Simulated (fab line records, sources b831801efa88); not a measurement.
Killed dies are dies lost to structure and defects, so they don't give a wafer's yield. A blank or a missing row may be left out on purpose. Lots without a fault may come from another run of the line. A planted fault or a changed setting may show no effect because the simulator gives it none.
fab line records | flow sky130
record lots=6 wafers=18 last_day=50
route steps=708 shown POLY_CUT@312 SD_P@320 PAD_OPEN@708
lots that met no fault: from a run of the same line without faults
start_h: hours from the record's first day to the start of the lot's first wafer shown | wait_h: hours since the lot's step before | " the same as in the row above | L1.1+2: a row that stands for several wafers | - no value, or no start given | * or withheld: withheld | < > ~ a bound
route shown NAME@n: a module of which the file shows steps, and the number in the route of the first | usual: mean/standard deviation of fault-free wafers | same: alike in all rows | chamber/n: place in a boat | sites: the reading at each site | _std_site: their standard deviation | _edge_site: outer sites' mean less inner sites' | radius_mm: how far each site lies from the wafer's centre | mask NAME#n: copy n | behind: the tool/chamber that last shaped the wafer | hold: why the lot was held/for how many hours/how that ended | device: the transistor (n, p or np) that didn't switch | end of line: the same wafers' tests at the end of the route | a step without rows: its recipe alone | killed: dies lost to structure and defects at the first sort, not the wafer's yield | map: a wafer's dies, x killed, . not, _ none there
set.NAME: the setting as run; set.NAME@STEP: as run at that earlier step | model.NAME: the simulator's own value behind a step, which no gauge read
lots at some steps of the route; a table a step, a row a wafer
services: from which hour (start_h, from the record's first day; less than 0 if before it) a tool's chamber was out of use, for how many hours, and why
## steps
# step SKY_POLY_CUT_EXPOSE_05
# recipe mask_id=NPCM na=0.8 source_shape=annular sigma_inner=0.55 sigma_outer=0.85 target_cd_nm=270 dose_mj=32
# step SKY_POLY_CUT_PEB_06
# recipe peb_temp_c=withheld peb_time_s=withheld resist=KrF-thick
# step SKY_POLY_CUT_DEVELOP_07
# recipe develop_time_s=60 resist=KrF-thick dev_temp_c=21
# step SKY_POLY_CUT_CD_MEAS_08
# recipe target_cd_nm=270
# usual cd_nm=269.9/1.4
# columns lot.wafer tool chamber start_h wait_h cd_nm
L727.1 cd_sem-01 - 556.45 - 271.2
L727.3 " - " " 269.5
L727.4 " - " " 270.4
L729.2 cd_sem-01 - 602.07 - 268.9
L729.4 " - " " 267.6
L729.5 " - " " 268.4
L746.1 cd_sem-01 - 708.09 - 272.1
L746.2 " - " " 272.7
L746.6 " - " " 274.7
L747.1 cd_sem-01 - 716.40 - 270.8
L747.4 " - " " 270.5
L747.5 " - " " 270.7
L749.1 cd_sem-02 - 732.86 - 269.6
L749.2 " - " " 269.8
L749.3 " - " " 271.0
L750.2 cd_sem-02 - 739.38 - 267.6
L750.5 " - " " 269.0
L750.6 " - " " 269.4
# step SKY_POLY_CUT_OVL_MEAS_09
# usual POLY_CUT_OVL=1/6.3
# columns lot.wafer tool chamber start_h wait_h POLY_CUT_OVL[nm]
L727.1 overlay-02 - 556.57 0.1 -3
L727.3 " - " " 0
L727.4 " - " " 3
L729.2 overlay-01 - 602.18 0.1 -4
L729.4 " - " " -9
L729.5 " - " " 1
L746.1 overlay-02 - 708.21 0.1 0
L746.2 " - " " -8
L746.6 " - " " -1
L747.1 overlay-01 - 716.52 0.1 3
L747.4 " - " " 0
L747.5 " - " " 4
L749.1 overlay-02 - 732.98 0.1 8
L749.2 " - " " 4
L749.3 " - " " 9
L750.2 overlay-01 - 739.49 0.1 4
L750.5 " - " " 8
L750.6 " - " " 1
# step SKY_POLY_CUT_ETCH_10
# recipe chemistry=N2/H2 target=BARC ion_energy_ev=200 source_w=500 bias_w=100 pressure_mtorr=30 n2_flow_sccm=100 h2_flow_sccm=200 stop_on=SiO2 time_s=45.9 target_depth_a=600
# usual drypump_motor_current_A=5.9/0.5 n2_flow_sccm=99.98/0.3 oes_product_au=0.854/0.0045 throttle_valve_pct=13.226/0.0095
# columns lot.wafer tool chamber start_h wait_h drypump_motor_current_A n2_flow_sccm oes_product_au rf_hours_counter_h throttle_valve_pct
L727.1 rie_diel-04 3 556.61 0.0 6.4 99.78 0.847 3 13.230
L727.3 " 1 " " 5.9 99.65 0.853 13 13.214
L727.4 " 0 " " 5.1 100.30 0.863 11 13.231
L729.2 rie_diel-03 3 602.21 0.0 6.3 99.85 0.850 9 13.233
L729.4 " 0 " " 6.4 100.04 0.852 11 13.236
L729.5 " 0 " " 6.4 99.89 0.849 - 13.222
L746.1 rie_diel-04 1 708.25 0.0 5.9 99.72 0.862 15 13.240
L746.2 " 0 " " 5.1 100.16 0.851 12 13.230
L746.6 " 3 " " 6.5 99.85 0.856 - 13.233
L747.1 rie_diel-03 2 716.56 0.0 6.3 99.93 0.854 14 13.207
L747.4 " 0 " " 6.4 100.15 0.857 13 13.212
L747.5 " 2 " " 6.3 100.00 0.850 - 13.226
L749.1 rie_diel-01 0 733.02 0.0 5.7 99.87 0.863 10 13.222
L749.2 " 1 " " 5.4 99.96 0.846 11 13.221
L749.3 " 3 " " 6.1 99.99 0.865 31 13.235
L750.2 rie_diel-01 1 739.52 0.0 5.4 99.96 0.857 11 13.220
L750.5 " 3 " " 6.1 99.94 0.858 - 13.233
L750.6 " 0 " " 5.7 99.88 0.857 - 13.200
# step SKY_POLY_CUT_ETCH_11
# recipe target=Si3N4 chemistry=CF4/CH2F2/Ar stop_on=poly-Si source_w=600 bias_w=150 pressure_mtorr=40 cf4_flow_sccm=40 ch2f2_flow_sccm=20 Ar_flow_sccm=150 time_s=42.5 target_depth_a=600
# usual drypump_motor_current_A=5.9/0.5 oes_product_au=0.832/0.0068 throttle_valve_pct=14.995/0.009
# columns lot.wafer tool chamber start_h wait_h drypump_motor_current_A oes_product_au rf_hours_counter_h throttle_valve_pct
L727.1 rie_diel-04 3 556.65 0.0 6.5 0.841 3 15.006
L727.3 " 1 " " 5.9 0.837 13 14.995
L727.4 " 0 " " 5.1 0.832 11 14.991
L729.2 rie_diel-03 3 602.25 0.0 6.4 0.830 9 14.998
L729.4 " 0 " " 6.4 0.824 11 14.993
L729.5 " 0 " " 6.4 0.835 - 15.009
L746.1 rie_diel-04 1 708.29 0.0 5.9 0.830 15 14.997
L746.2 " 0 " " 5.1 0.833 12 15.005
L746.6 " 3 " " 6.5 0.834 - 14.996
L747.1 rie_diel-03 2 716.60 0.0 6.2 0.836 14 14.992
L747.4 " 0 " " 6.4 0.828 13 14.982
L747.5 " 2 " " 6.3 0.834 - 14.998
L749.1 rie_diel-01 0 733.06 0.0 5.7 0.833 10 15.002
L749.2 " 1 " " 5.4 0.824 11 14.991
L749.3 " 3 " " 6.1 0.815 31 14.984
L750.2 rie_diel-01 1 739.56 0.0 5.5 0.839 11 15.009
L750.5 " 3 " " 6.1 0.833 - 14.997
L750.6 " 0 " " 5.7 0.837 - 14.984
# step SKY_POLY_CUT_STRIP_12
# recipe chemistry=O2/N2 power_w=1400 pressure_mtorr=1500 platen_temp_c=withheld o2_flow_sccm=3000 n2_flow_sccm=300 overash_fraction=0.5
# usual drypump_motor_current_A=5.6/0.37 n2_flow_sccm=300.0/0.87 oes_product_au=0.452/0.0045 strip_time_to_endpoint_s=5.347/0.017
# same overash_fraction=0.5
# columns lot.wafer tool chamber start_h wait_h drypump_motor_current_A n2_flow_sccm oes_product_au rf_hours_counter_h strip_time_to_endpoint_s
L727.1 plasma_asher-02 1 556.69 0.0 6.2 299.4 0.449 12 5.355
L727.3 " 1 " " 6.2 298.8 0.444 - 5.382
L727.4 " 0 " " 5.7 299.8 0.456 - 5.378
L729.2 plasma_asher-01 0 602.29 0.0 5.1 299.8 0.445 76 5.370
L729.4 " 0 " " 5.1 298.2 0.448 - 5.355
L729.5 " 1 " " 5.1 299.7 0.455 - 5.396
L746.1 plasma_asher-02 0 708.33 0.0 5.7 301.6 0.449 26 5.330
L746.2 " 1 " " 6.1 299.7 0.450 26 5.330
L746.6 " 0 " " 5.7 299.3 0.447 - 5.341
L747.1 plasma_asher-01 0 716.64 0.0 5.1 299.5 0.452 87 5.340
L747.4 " 0 " " 5.1 299.8 0.453 - 5.357
L747.5 " 1 " " 5.2 301.0 0.441 - 5.339
L749.1 plasma_asher-03 0 733.10 0.0 5.8 298.9 0.451 63 5.359
L749.2 " 1 " " 5.4 301.3 0.448 63 5.359
L749.3 " 1 " " 5.4 300.9 0.454 - 5.340
L750.2 plasma_asher-02 0 739.60 0.0 5.7 300.5 0.450 30 5.379
L750.5 " 1 " " 6.1 300.5 0.458 - 5.380
L750.6 " 0 " " 5.7 300.5 0.445 - 5.372
# step SKY_SD_P_DEHYDRATE_00
# recipe temp_c=200 time_s=60
# step SKY_SD_P_HMDS_01
# recipe prime_time_s=60 prime_temp_c=120
# step SKY_SD_P_COAT_02
# recipe resist=NOVOLAK spin_rpm=3000 resist_thk_nm=1140
# step SKY_SD_P_SOFTBAKE_03
# recipe temp_c=90 time_s=60 resist=NOVOLAK
# step SKY_SD_P_EXPOSE_04
# recipe mask_id=PSDM na=0.6 source_shape=conventional sigma_outer=0.6 polarization=unpolarized target_cd_nm=380 dose_mj=138
# usual exposure_dose_mJ_cm2=137.98/0.15
# columns lot.wafer tool chamber start_h wait_h mask exposure_dose_mJ_cm2
L727.1 iline_stepper-02 0 571.84 - PSDM#0 138.13
L727.3 " 0 " " PSDM#0 138.32
L727.4 " 0 " " PSDM#0 137.96
L729.2 iline_stepper-01 0 616.90 - PSDM#0 138.05
L729.4 " 0 " " PSDM#0 138.07
L729.5 " 0 " " PSDM#0 138.01
L746.1 iline_stepper-02 0 722.65 - PSDM#0 129.82
L746.2 " 0 " " PSDM#0 129.96
L746.6 " 0 " " PSDM#0 129.89
L747.1 iline_stepper-02 0 730.51 - PSDM#0 129.67
L747.4 " 0 " " PSDM#0 129.71
L747.5 " 0 " " PSDM#0 129.60
L749.1 iline_stepper-01 0 747.39 - PSDM#0 137.88
L749.2 " 0 " " PSDM#0 137.89
L749.3 " 0 " " PSDM#0 137.78
L750.2 iline_stepper-01 0 752.98 - PSDM#0 138.05
L750.5 " 0 " " PSDM#0 137.97
L750.6 " 0 " " PSDM#0 138.12
# step SKY_SD_P_PEB_05
# recipe temp_c=withheld time_s=* resist=NOVOLAK
# step SKY_SD_P_DEVELOP_06
# recipe resist=NOVOLAK developer=TMAH develop_time_s=60 dev_temp_c=23
# step SKY_SD_P_CD_MEAS_07
# recipe target_cd_nm=380
# usual cd_nm=379.7/2.6
# columns lot.wafer tool chamber start_h wait_h cd_nm
L727.1 cd_sem-02 - 585.92 0.1 381.6
L727.3 " - " " 383.5
L727.4 " - " " 383.4
L729.2 cd_sem-02 - 630.99 0.1 375.5
L729.4 " - " " 376.4
L729.5 " - " " 374.3
L746.1 cd_sem-02 - 736.65 0.1 364.7
L746.2 " - " " 366.2
L746.6 " - " " 360.5
L747.1 cd_sem-01 - 744.32 0.1 362.7
L747.4 " - " " 360.1
L747.5 " - " " 363.2
L749.1 cd_sem-01 - 761.07 0.1 377.9
L749.2 " - " " 379.5
L749.3 " - " " 380.0
L750.2 cd_sem-02 - 765.99 0.1 375.9
L750.5 " - " " 378.3
L750.6 " - " " 378.3
# step SKY_SD_P_OVL_MEAS_08
# usual SD_P_OVL=-0.1/1.7
# columns lot.wafer tool chamber start_h wait_h SD_P_OVL[nm]
L727.1 overlay-01 - 586.04 0.1 -2.5
L727.3 " - " " -1.1
L727.4 " - " " -1.2
L729.2 overlay-02 - 631.09 0.1 0.8
L729.4 " - " " -0.1
L729.5 " - " " 4.5
L746.1 overlay-01 - 736.77 0.1 -0.7
L746.2 " - " " -2.2
L746.6 " - " " -2.1
L747.1 overlay-02 - 744.44 0.1 1.8
L747.4 " - " " 1.2
L747.5 " - " " 0.8
L749.1 overlay-01 - 761.19 0.1 0.7
L749.2 " - " " 1.2
L749.3 " - " " 1.3
L750.2 overlay-01 - 766.09 0.1 -1.3
L750.5 " - " " -1.1
L750.6 " - " " -0.7
# step SKY_PAD_OPEN_PROBE_99
# usual killed_at_M0_to_M3=43/7.7 killed_at_M4_up=3.0/1.7 killed_at_contacts=24/5.2 killed_at_front_end=15/4.5 killed_at_other=0.3/0.5 killed_dies=85/9.5 killed_open=47/6.6 killed_short=38/6.6
# same gross_dies=492 killed_at_back_side=0
# columns lot.wafer tool chamber start_h wait_h killed_at_M0_to_M3 killed_at_M4_up killed_at_contacts killed_at_front_end killed_at_other killed_dies killed_open killed_short
L727.1 prober-01 - 1070.48 0.1 47 1 25 14 0 87 52 35
L727.3 prober-01 - 1070.58 0.2 34 4 21 13 0 72 35 37
L727.4 prober-01 - 1070.63 0.2 32 3 22 15 0 72 40 32
L747.1 prober-01 - 1182.93 0.1 43 2 26 16 1 88 48 40
L747.4 prober-01 - 1183.08 0.2 47 1 28 22 0 98 42 56
L747.5 prober-01 - 1183.13 0.2 50 5 20 11 0 86 41 45
L749.1 prober-01 - 1193.04 0.1 38 6 26 15 0 85 42 43
L749.2 prober-01 - 1193.09 0.1 27 1 26 6 0 60 44 16
L749.3 prober-01 - 1193.14 0.2 38 4 23 10 0 75 42 33
L750.2 prober-02 - 1194.59 0.1 47 1 15 15 0 78 40 38
L750.5 prober-02 - 1194.74 0.2 42 3 34 16 0 95 46 49
L750.6 prober-02 - 1194.79 0.2 44 2 22 21 0 89 52 37
# killed by level:class
L727.1 VIA2:geometric_particle:open=10 VIA1:geometric_particle:open=9 FIELD_ISO:geometric_particle:open=8 CONTACT:geometric_particle:open=8 LI_CONTACT:geometric_particle:open=7 METAL2:geometric_particle:short=6 CONTACT:geometric_particle:short=5 METAL1:geometric_particle:short=5
L727.3 VIA2:geometric_particle:open=8 LI_CONTACT:geometric_particle:open=6 METAL1:geometric_particle:short=6 VIA3:geometric_particle:open=5 CONTACT:geometric_particle:open=5 VIA1:geometric_particle:short=5 LOCAL_INTERCONNECT:geometric_particle:short=4 VIA3:geometric_particle:short=4
L727.4 LI_CONTACT:geometric_particle:open=9 VIA3:geometric_particle:open=7 POLY_GATE:geometric_particle:open=6 CONTACT:geometric_particle:open=6 VIA1:geometric_particle:short=6 CONTACT:geometric_particle:short=5 VIA2:geometric_particle:open=5 FIELD_ISO:geometric_particle:short=4
L747.1 VIA3:geometric_particle:open=11 LI_CONTACT:geometric_particle:open=7 FIELD_ISO:geometric_particle:open=6 LOCAL_INTERCONNECT:geometric_particle:short=5 METAL1:geometric_particle:short=5 VIA1:geometric_particle:short=5 VIA2:geometric_particle:open=5 POLY_GATE:geometric_particle:open=4
L747.4 VIA1:geometric_particle:open=16 CONTACT:geometric_particle:open=9 METAL2:geometric_particle:short=9 METAL1:geometric_particle:short=8 FIELD_ISO:geometric_particle:short=7 LI_CONTACT:geometric_particle:short=6 LOCAL_INTERCONNECT:geometric_particle:short=6 FIELD_ISO:geometric_particle:open=5
L747.5 METAL2:geometric_particle:short=10 VIA2:geometric_particle:open=9 VIA1:geometric_particle:open=8 CONTACT:geometric_particle:open=7 LOCAL_INTERCONNECT:geometric_particle:short=6 VIA3:geometric_particle:open=5 POLY_GATE:geometric_particle:short=4 CONTACT:geometric_particle:short=4
L749.1 CONTACT:geometric_particle:open=11 VIA1:geometric_particle:open=9 METAL2:geometric_particle:short=7 LI_CONTACT:geometric_particle:open=6 FIELD_ISO:geometric_particle:open=5 VIA3:geometric_particle:open=5 METAL4:geometric_particle:short=5 METAL1:geometric_particle:short=4
L749.2 CONTACT:geometric_particle:open=11 LI_CONTACT:geometric_particle:open=9 VIA3:geometric_particle:open=8 VIA1:geometric_particle:open=6 LI_CONTACT:geometric_particle:short=4 VIA2:geometric_particle:short=4 POLY_GATE:geometric_particle:open=3 METAL3:geometric_particle:short=3
L749.3 VIA3:geometric_particle:open=10 VIA1:geometric_particle:open=7 LOCAL_INTERCONNECT:geometric_particle:short=6 METAL2:geometric_particle:short=6 LI_CONTACT:geometric_particle:open=5 CONTACT:geometric_particle:open=5 VIA1:geometric_particle:short=4 VIA2:geometric_particle:open=4
L750.2 VIA3:geometric_particle:open=7 VIA2:geometric_particle:open=7 CONTACT:geometric_particle:open=6 METAL1:geometric_particle:short=6 METAL1:geometric_particle:open=5 VIA1:geometric_particle:open=5 METAL2:geometric_particle:short=5 CONTACT:geometric_particle:short=4
L750.5 CONTACT:geometric_particle:open=12 LI_CONTACT:geometric_particle:open=9 METAL1:geometric_particle:short=8 POLY_GATE:geometric_particle:short=7 VIA1:geometric_particle:open=7 METAL2:geometric_particle:short=7 LI_CONTACT:geometric_particle:short=5 VIA1:geometric_particle:short=5
L750.6 VIA1:geometric_particle:open=9 VIA2:geometric_particle:open=9 LI_CONTACT:geometric_particle:open=8 CONTACT:geometric_particle:open=7 METAL2:geometric_particle:short=6 FIELD_ISO:geometric_particle:open=5 POLY_GATE:geometric_particle:open=5 METAL1:geometric_particle:short=5
## services
# columns tool chamber start_h hours kind
rie_diel-03 1 544.94 19.5 repair
iline_stepper-01 - 558.06 1.7 pm
plasma_asher-02 - 563.22 1.4 repair
rie_diel-01 - 571.13 2.8 pm
rie_diel-01 0 616.98 6.7 repair
rie_diel-01 2 620.37 14.7 repair
rie_diel-04 0 621.97 34.4 repair
rie_diel-01 1 622.28 12.4 repair
rie_diel-04 1 622.35 6.4 repair
plasma_asher-03 - 622.71 0.4 repair
rie_diel-04 3 630.51 4.6 repair
iline_stepper-02 - 634.31 1.7 pm
iline_stepper-01 - 636.82 9.0 repair
rie_diel-01 3 641.04 38.2 repair
rie_diel-01 1 644.74 8.7 repair
rie_diel-01 0 645.89 9.9 repair
iline_stepper-02 - 658.77 4.4 pm
rie_diel-04 - 660.87 0.5 repair
plasma_asher-02 - 665.99 4.9 repair
rie_diel-04 - 666.34 1.1 repair
rie_diel-04 - 708.47 1.8 repair
rie_diel-01 2 718.29 31.3 repair
iline_stepper-01 - 720.07 14.7 repair
rie_diel-04 2 724.15 22.0 repair
## key
first_sign step=SKY_SD_P_EXPOSE_04 reading=exposure_dose_mJ_cm2 direction=down sigmas=57 usual=* struck=*
effect step=SKY_SD_P_CD_MEAS_07 reading=cd_nm direction=down sigmas=6.5 usual=379.7 struck=362.9
met_at SKY_SD_P_EXPOSE_04
struck_wafers L746.1,L746.2,L746.6,L747.1,L747.4,L747.5
tester_left_out L746,L747
onset_between 571.84 722.65
fault kind=process_parameter_drift tool=iline_stepper-02 chamber=- onset_h=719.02 steps=SKY_SD_P_EXPOSE_04 channel=dose_mj offset=-8.2743 shape=step acts_in=these_recipes_only stated=138
# tester_left_out: of these lots the tester's yield and bins aren't shown, on N5 and GAA mostly nor the transistor test; their killed dies are dies lost to structure and defects alone, not to doping, threshold or leakage, so they don't give the yield
